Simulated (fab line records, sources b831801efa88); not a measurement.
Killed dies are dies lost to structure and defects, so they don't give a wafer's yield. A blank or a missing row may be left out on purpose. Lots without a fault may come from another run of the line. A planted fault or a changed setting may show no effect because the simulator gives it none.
Which tool did it? | flow sky130 | 11 lots, 33 wafers sampled, at 4 steps of a route of 708

WHAT THE GAUGES READ, wafer by wafer
SKY_VIA1_OVL_MEAS_13.
lot  | measured     | on         | VIA1_OVL (nm)
L279 | day 34 22:00 | overlay-01 | 1 9 -5
L280 | day 34 21:08 | overlay-01 | -12 -12 -8
L282 | day 34 22:39 | overlay-01 | 2 5 -7
L283 | day 35 07:00 | overlay-02 | -1 -7 9
L284 | day 35 17:03 | overlay-01 | 9 1 0
L287 | day 36 20:20 | overlay-02 | 0 -2 10
L292 | day 38 07:01 | overlay-01 | -8 -1 -2
L293 | day 38 14:22 | overlay-01 | 2 10 0
L296 | day 40 17:59 | overlay-02 | 2 -8 -7
L298 | day 40 14:30 | overlay-02 | 4 4 3
L301 | day 40 21:18 | overlay-02 | -2 -10 1

WHICH TOOL RAN EACH LOT (tool, then ch and the chambers of the sampled wafers, then the start)
lot  | SKY_FIELD_ISO_ETCH_14             | SKY_FIELD_ISO_STRIP_16              | SKY_METAL1_DESCUM_17
L279 | rie_diel-04 ch 1,2,3, day 2 20:32 | plasma_asher-02 ch 0,1, day 2 20:38 | rie_metal-02 ch 0,1, day 33 18:15
L280 | rie_diel-01 ch 0,3, day 2 21:04   | plasma_asher-03 ch 0,1, day 2 21:10 | rie_metal-03 ch 0,1, day 33 17:32
L282 | rie_diel-04 ch 1,2, day 2 21:45   | plasma_asher-02 ch 0,1, day 2 21:53 | rie_metal-04 ch 0,1, day 33 19:02
L283 | rie_diel-02 ch 0,1,3, day 3 04:40 | plasma_asher-02 ch 0,1, day 3 04:46 | rie_metal-04 ch 0,1, day 34 03:58
L284 | rie_diel-04 ch 1,3, day 3 07:35   | plasma_asher-02 ch 0,1, day 3 07:41 | rie_metal-04 ch 0,1, day 34 13:47
L287 | rie_diel-01 ch 2,3, day 4 00:26   | plasma_asher-03 ch 0,1, day 4 00:32 | rie_metal-03 ch 0,1, day 35 16:34
L292 | rie_diel-04 ch 0,1,2, day 5 01:05 | plasma_asher-01 ch 1, day 5 01:11   | rie_metal-03 ch 0,1, day 37 04:45
L293 | rie_diel-04 ch 1,2, day 5 04:36   | plasma_asher-03 ch 0,1, day 5 04:44 | rie_metal-03 ch 1, day 37 11:57
L296 | rie_diel-02 ch 1,2,3, day 5 20:35 | plasma_asher-02 ch 0,1, day 5 20:41 | rie_metal-03 ch 0,1, day 39 16:00
L298 | rie_diel-01 ch 0,2,3, day 6 08:33 | plasma_asher-03 ch 0,1, day 6 08:39 | rie_metal-02 ch 0,1, day 39 12:07
L301 | rie_diel-01 ch 0,1,2, day 6 23:59 | plasma_asher-03 ch 0,1, day 7 00:05 | rie_metal-03 ch 0,1, day 39 18:56
- SKY_FIELD_ISO_ETCH_14: etches BARC in N2/H2, stops on SiO2, time 45.9 s, target depth 60 nm.
- SKY_FIELD_ISO_STRIP_16: strips in O2/N2.
- SKY_METAL1_DESCUM_17: chemistry O2, time 8 s.

WHAT THE TOOLS THEMSELVES READ (means of the sampled wafers that have a number; where no wafer has one, the mark that the record gives instead)
SKY_FIELD_ISO_ETCH_14.
lot  | tool        | bias_w (W) | drypump_motor_current_A (A) | h2_flow_sccm (sccm) | oes_product_au (a.u.) | run_length_s (s) | throttle_valve_pct (%)
L279 | rie_diel-04 | 99.9       | 5.9                         | 199.2               | 0.853                 | 74.2             | 13.223
L280 | rie_diel-01 | 100.3      | 5.7                         | 200.1               | 0.856                 | 74.6             | 13.223
L282 | rie_diel-04 | 99.9       | 5.7                         | 200.8               | 0.857                 | 74.4             | 13.224
L283 | rie_diel-02 | 100.1      | 6.0                         | 199.9               | 0.855                 | 74.5             | 13.229
L284 | rie_diel-04 | 100.0      | 6.0                         | 199.8               | 0.858                 | 74.3             | 13.229
L287 | rie_diel-01 | 99.9       | 5.3                         | 199.4               | 0.848                 | 74.3             | 13.229
L292 | rie_diel-04 | 100.2      | 5.5                         | 200.3               | 0.787                 | 86.5             | 13.221
L293 | rie_diel-04 | 100.2      | 5.7                         | 200.4               | 0.781                 | 86.7             | 13.212
L296 | rie_diel-02 | 99.7       | 6.3                         | 200.3               | 0.857                 | 74.3             | 13.224
L298 | rie_diel-01 | 100.0      | 5.5                         | 199.7               | 0.858                 | 74.7             | 13.221
L301 | rie_diel-01 | 99.8       | 5.6                         | 200.4               | 0.852                 | 74.7             | 13.226

SKY_FIELD_ISO_STRIP_16.
lot  | tool            | drypump_motor_current_A (A) | oes_product_au (a.u.) | strip_time_to_endpoint_s (s)
L279 | plasma_asher-02 | 5.4                         | 0.375                 | 3.49
L280 | plasma_asher-03 | 5.4                         | 0.376                 | 3.58
L282 | plasma_asher-02 | 5.3                         | 0.375                 | 3.47
L283 | plasma_asher-02 | 5.1                         | 0.377                 | 3.51
L284 | plasma_asher-02 | 5.1                         | 0.375                 | 3.46
L287 | plasma_asher-03 | 5.8                         | 0.377                 | 3.58
L292 | plasma_asher-01 | 5.5                         | 0.372                 | 3.39
L293 | plasma_asher-03 | 5.8                         | 0.364                 | 3.34
L296 | plasma_asher-02 | 5.4                         | 0.373                 | 3.48
L298 | plasma_asher-03 | 5.4                         | 0.378                 | 3.55
L301 | plasma_asher-03 | 5.4                         | 0.375                 | 3.55

SKY_METAL1_DESCUM_17.
lot  | tool         | drypump_motor_current_A (A) | he_backside_leak_sccm (sccm) | oes_product_au (a.u.)
L279 | rie_metal-02 | 5.8                         | 3.12                         | 0.989
L280 | rie_metal-03 | 5.1                         | 3.30                         | 0.995
L282 | rie_metal-04 | 6.0                         | 3.38                         | 1.009
L283 | rie_metal-04 | 6.0                         | 3.38                         | 1.011
L284 | rie_metal-04 | 5.9                         | 3.49                         | 1.009
L287 | rie_metal-03 | 5.1                         | 3.36                         | 1.000
L292 | rie_metal-03 | 5.1                         | 3.35                         | 0.988
L293 | rie_metal-03 | 5.3                         | 3.32                         | 1.016
L296 | rie_metal-03 | 5.1                         | 3.28                         | 0.983
L298 | rie_metal-02 | 5.8                         | 3.21                         | 0.999
L301 | rie_metal-03 | 5.1                         | 3.24                         | 0.994

THE ANSWER, worked out from the rows above alone
Rule: what is usual is taken from the lots themselves. Put in order of their means at a reading, lots are off if they are a third of the lots or fewer, leave a main group of 4 or more, and stand apart from it by a gap of 3 or more times the standard deviation of the main group's means; of several such gaps the widest counts. A main group whose means are all the same, to the digits that the tables above print for the reading, isn't used. A lot without any number at a reading at which 4 lots or more have one is off too. The other lots that the step has rows for count as sound. The gauges are gone through in route order, then the tools' own readings, and for those a lot's mean is taken as printed above. The first step at which some lot is off is used, and at that step the reading that is off furthest; a lot without a number counts as furthest.
Off: L292, L293, at SKY_FIELD_ISO_ETCH_14 (run_length_s). The main group: mean 74.4 s, standard deviation 0.18.
A tool fits if, at that step or a process step before it, it ran every lot that is off, and no sound lot after the first of them. One fits: rie_diel-04 at SKY_FIELD_ISO_ETCH_14. Its last sound lot is L284 (day 3 07:35), its first lot that is off L292 (day 5 01:05): a fault that began between those two fits.
The tool's own readings at SKY_FIELD_ISO_ETCH_14 bear it out: on the lots that are off they differ by more than 5 times the standard deviation of the sound lots' means. oes_product_au reads 0.784 a.u. there against 0.855 a.u. on the sound lots; run_length_s reads 86.6 s there against 74.4 s on the sound lots.

WHAT THE SIMULATOR HAD PUT IN
Process parameter drift: rie_diel-04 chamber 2, from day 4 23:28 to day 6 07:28, at SKY_FIELD_ISO_ETCH_14. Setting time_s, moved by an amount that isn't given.
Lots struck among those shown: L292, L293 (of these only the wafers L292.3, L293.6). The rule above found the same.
